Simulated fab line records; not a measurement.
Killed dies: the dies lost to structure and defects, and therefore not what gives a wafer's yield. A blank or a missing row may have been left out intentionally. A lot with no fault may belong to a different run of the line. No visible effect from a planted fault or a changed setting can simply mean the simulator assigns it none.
Matching of chambers	flow gf180mcu	GF_V5_ETCH_16 on rie-diel-01: 4 sister chambers
The step etches BARC in N2/H2. 14 wafers are shown with their chamber, then 7 later ones without.

## WAFERS, EACH WITH ITS CHAMBER
wafer	chamber	drypump-motor-current-A (A)	rf-fwd-power-W (W)	oes-product-au (a.u.)
L381.2	1	5.2	494.7	0.853
L381.4	3	5.8	492.5	0.849
L381.5	2	5.7	497.6	0.855
L382.2	0	6.3	497.4	0.855
L382.3	3	5.8	494.6	0.858
L382.4	2	5.7	495.1	0.853
L389.2	3	5.8	496.7	0.853
L389.4	3	5.9	495.8	0.848
L389.6	0	6.2	498.2	0.844
L391.2	3	5.9	493.5	0.856
L391.3	1	5.2	497.2	0.859
L391.6	1	5.2	497.2	0.852
L392.4	0	6.2	495.8	0.847
L392.5	3	5.8	492.9	0.858

SIGNATURES (means of the wafers above)
reading	chamber 0	chamber 1	chamber 2	chamber 3	scatter within a chamber
drypump-motor-current-A	6.233	5.200	5.700	5.833	0.0447
rf-fwd-power-W	497.133	496.367	496.350	494.333	1.56
oes-product-au	0.84867	0.85467	0.85400	0.85367	0.00439
Rule: for each reading, subtract the chamber's mean from the wafer's reading, divide by that reading's scatter and square the result; add these up over the readings and take the root, which gives the wafer's distance from the chamber. The wafer belongs to the nearest chamber; if the next one is less than 2 further off, it can't be placed. The scatter is the square root of a quotient: the sum, over the shown wafers, of each reading's squared deviation from its chamber's mean, divided by wafers minus chambers.

## WAFERS MISSING THEIR CHAMBER
wafer	drypump-motor-current-A (A)	rf-fwd-power-W (W)	oes-product-au (a.u.)
L392.6	5.7	495.4	0.853
L397.1	5.7	494.7	0.860
L397.3	6.3	497.0	0.857
L397.4	5.7	495.5	0.861
L400.1	5.2	497.4	0.856
L400.2	5.9	493.5	0.852
L400.3	6.3	496.0	0.853

## CHAMBER TAKEN BY EACH
wafer	from the rows above	in truth
L392.6	2	2
L397.1	can't be placed: 2 or 3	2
L397.3	0	0
L397.4	can't be placed: 2 or 3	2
L400.1	1	1
L400.2	3	3
L400.3	0	0
Placed correctly: 5 of 7. Cannot be placed on the basis of these rows: 2; the candidates contain the true chamber in 2. Wrongly placed: 0.
